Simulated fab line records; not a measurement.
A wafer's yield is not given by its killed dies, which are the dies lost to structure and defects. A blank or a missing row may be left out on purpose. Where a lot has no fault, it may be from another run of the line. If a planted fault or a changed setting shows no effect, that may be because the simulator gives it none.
Struck lot and sound lot, side by side | flow sky130 | 15 steps out of a route of 708
Sound: these wafers, L194.1, L194.4, L194.5. The struck wafers were L199.4, L199.5, L199.6. At the end, the cause is stated.
For every step that has rows: the tool of each side, followed by ch and its chambers, followed by its first start. Under that, the readings that differ: sound wafers | struck wafers | difference of the means | sigmas: that difference in standard deviations of wafers without a fault.
alike: words and numbers the same on both sides, and readings whose means are apart by under 2 such deviations; not compared: readings that were withheld, readings missing a value for some wafer, numbers with overlapping values and no deviation given by the record, and bounds like >300 which may hide the same value.
The two part at a step that has a row with sigmas, a row that says differs or no value, or rows on one side only. When numbers do not overlap yet have no deviation, they are printed without sigmas and do not part them. Lack of a reading on every wafer of one side parts them only where that side has two or more wafers.

first, 1 step without rows for these wafers: SKY_VIA4_DEVELOP_10 (develop time 60 s).
SKY_VIA4_OVL_MEAS_11:
  sound on overlay-01 at day 44 00:06; struck on overlay-02 at day 44 17:55
  alike: VIA4_OVL
SKY_VIA4_ETCH_12: etches SiO2 in C4F8/O2/Ar, stops on TiN, target depth 580 nm.
  sound on rie-diel-04 ch 1,2, day 44 00:08; struck on rie-diel-02 ch 0,1, day 44 17:56
  alike: bias-w, oes-product-au
SKY_VIA4_STRIP_13: strips in O2/N2.
  sound on plasma-asher-03 ch 0, day 44 00:13; struck on plasma-asher-03 ch 0,1, day 44 18:03
  alike: drypump-motor-current-A, n2-flow-sccm, oes-product-au, strip-time-to-endpoint-s
  not compared: rf-hours-counter-h
then, 3 steps without rows for these wafers: SKY_VIA4_STRIP_14 (strips in post etch residue remover, time 1200 s); SKY_VIA4_CLEAN_15 (cleans in IPA, time 180 s); SKY_VIA4_CLEAN_16 (cleans in O3/DIW).
SKY_VIA4_SPUTTER_17: material TiN, target thk 20 nm, time 80 s.
  sound on pvd-sputter-02 at day 44 00:50; struck on pvd-sputter-02 at day 44 18:36
  alike: throttle-valve-pct
SKY_VIA4_CVD_18: deposits W, target thk 505 nm, time 152.14 s.
  sound on cvd-w-01 ch 0,1, day 44 00:54; struck on cvd-w-01 ch 0,1, day 44 18:43
  alike: heater-power-w
SKY_VIA4_RS_MEAS_19: the measuring method here is four-point-probe.
  sound on film-metro-04 at day 44 01:04; struck on film-metro-02 at day 44 18:53
  alike: VIA4_W_RS
SKY_VIA4_THK_MEAS_20: measures by xrf.
  sound on film-metro-04 at day 44 01:11; struck on film-metro-02 at day 44 18:58
  alike: VIA4_W_THK
then, 1 step without rows for these wafers: SKY_VIA4_CMP_21 (polishes, stops on SiO2, t overpolish 25 s, target thk 0 nm).
SKY_METAL5_SPUTTER_00: material Ti, target thk 15 nm, time 10 s.
  sound on pvd-sputter-01 at day 44 01:47; struck on pvd-sputter-01 at day 44 19:18
  reading                                   | sound             | struck           | difference | sigmas
  model.Ti_of_METAL5_SPUTTER_00.thk-nm (nm) | 15.44 15.13 15.13 | 26.24 25.98 26.1 | +10.87     |
  alike: throttle-valve-pct
SKY_METAL5_SPUTTER_01: material TiN, target thk 20 nm, time 16.7 s.
  sound on pvd-sputter-01 at day 44 01:48; struck on pvd-sputter-01 at day 44 19:19
  alike: throttle-valve-pct
then, 1 step without rows for these wafers: SKY_PAD_OPEN_PROBE_99.

## WHERE THEY PART
Nowhere in this record.

WHY: the cause the simulator had injected
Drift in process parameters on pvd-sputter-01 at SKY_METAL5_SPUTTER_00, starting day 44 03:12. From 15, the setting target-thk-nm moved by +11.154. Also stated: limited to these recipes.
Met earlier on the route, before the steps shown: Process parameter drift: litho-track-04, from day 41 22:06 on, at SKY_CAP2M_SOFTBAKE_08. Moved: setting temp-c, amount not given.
